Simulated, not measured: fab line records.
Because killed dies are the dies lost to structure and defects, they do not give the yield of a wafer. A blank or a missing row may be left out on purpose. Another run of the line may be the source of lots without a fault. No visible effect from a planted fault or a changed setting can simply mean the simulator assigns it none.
Commonality check across tools	flow gf180mcu	Lots sampled 12, wafers sampled 36

== WHY THIS WAS OPENED ==
Of 12 lots, 2 have the reading HV_LDD_RS flagged at GF_HV_LDD_RS_MEAS_53. Wafers without a fault read 417.8 ohm/sq, standard deviation 1.1.
Rule: a lot gets a flag if all its wafers with a number sit over 4 standard deviations from that mean, or if no wafer of it has a number. All remaining lots are regarded as sound.

lot	measured	on	HV_LDD_RS (ohm/sq), wafer by wafer	flag
L647	day 13 23:25	film-metro-02	417.6 416.9 417.2	
L648	day 14 00:09	film-metro-01	418.5 416.6 418.2	
L650	day 14 16:36	film-metro-04	417.0 417.8 417.5	
L652	day 15 11:59	film-metro-04	415.9 417.1 418.5	
L653	day 15 21:40	film-metro-01	425.2 424.7 424.7	FLAGGED
L654	day 16 02:09	film-metro-04	415.6 416.3 415.5	
L655	day 16 12:50	film-metro-04	426.8 425.1 425.9	FLAGGED
L658	day 17 12:47	film-metro-04	417.2 416.3 417.8	
L662	day 19 00:14	film-metro-02	417.9 418.3 417.5	
L664	day 19 11:54	film-metro-02	419.8 420.7 419.8	
L665	day 19 18:33	film-metro-04	416.4 417.2 418.3	
L666	day 20 05:19	film-metro-01	418.4 418.2 418.9	
The mean of the flagged lots' numbers is 425.4 ohm/sq, +7.6 ohm/sq from the usual (+7 standard deviations).

== TOOL THAT RAN EACH LOT ==
The record holds 1 process step before the reading, out of a route of 602 steps. In each cell: the tool, then ch and the chambers that the sampled wafers went through, then the start.
lot	flag	GF_HV_LDD_IMPLANT_34
L647		implanter-01 ch 0, day 13 02:17
L648		implanter-02 ch 0, day 13 02:29
L650		implanter-03 ch 0, day 13 19:13
L652		implanter-03 ch 0, day 14 13:40
L653	FLAGGED	implanter-03 ch 0, day 14 22:59
L654		implanter-02 ch 0, day 15 03:54
L655	FLAGGED	implanter-03 ch 0, day 15 14:10
L658		implanter-02 ch 0, day 16 13:08
L662		implanter-02 ch 0, day 18 00:01
L664		implanter-02 ch 0, day 18 11:16
L665		implanter-02 ch 0, day 18 16:23
L666		implanter-03 ch 0, day 19 04:09
What these steps do:
- GF_HV_LDD_IMPLANT_34
- GF_HV_LDD_RS_MEAS_53: measures by four-point-probe.

== FLAGGED AGAINST TOTAL, ONE TOOL AT A TIME (gauges that did the reading follow at the end) ==
step	tool	lots run	flagged	share of the flagged lots	sound lots run after its first flagged lot
GF_HV_LDD_IMPLANT_34	implanter-01	1	0	none	-
GF_HV_LDD_IMPLANT_34	implanter-02	6	0	none	-
GF_HV_LDD_IMPLANT_34	implanter-03	5	2	all	1 (L666)
GF_HV_LDD_RS_MEAS_53	film-metro-01	3	1	some	1 (L666)
GF_HV_LDD_RS_MEAS_53	film-metro-02	3	0	none	-
GF_HV_LDD_RS_MEAS_53	film-metro-04	6	1	some	2 (L658,L665)

== WHAT THE TABLE ALLOWS ==
In the table, 1 row covers all flagged lots: implanter-03 at GF_HV_LDD_IMPLANT_34.
- implanter-03 at GF_HV_LDD_IMPLANT_34: 2 of its 5 lots flagged. Sound lots followed the first flagged one (L666) on it, something a lasting fault affecting the whole tool could not allow. Its own readings lie more than 4 standard deviations out on every wafer of the flagged lots: dose-ions-cm2, faraday-current-uA.
Every row of the table either missed a flagged lot or ran a sound lot after the first.

== WHAT THE SIMULATOR PUT IN ==
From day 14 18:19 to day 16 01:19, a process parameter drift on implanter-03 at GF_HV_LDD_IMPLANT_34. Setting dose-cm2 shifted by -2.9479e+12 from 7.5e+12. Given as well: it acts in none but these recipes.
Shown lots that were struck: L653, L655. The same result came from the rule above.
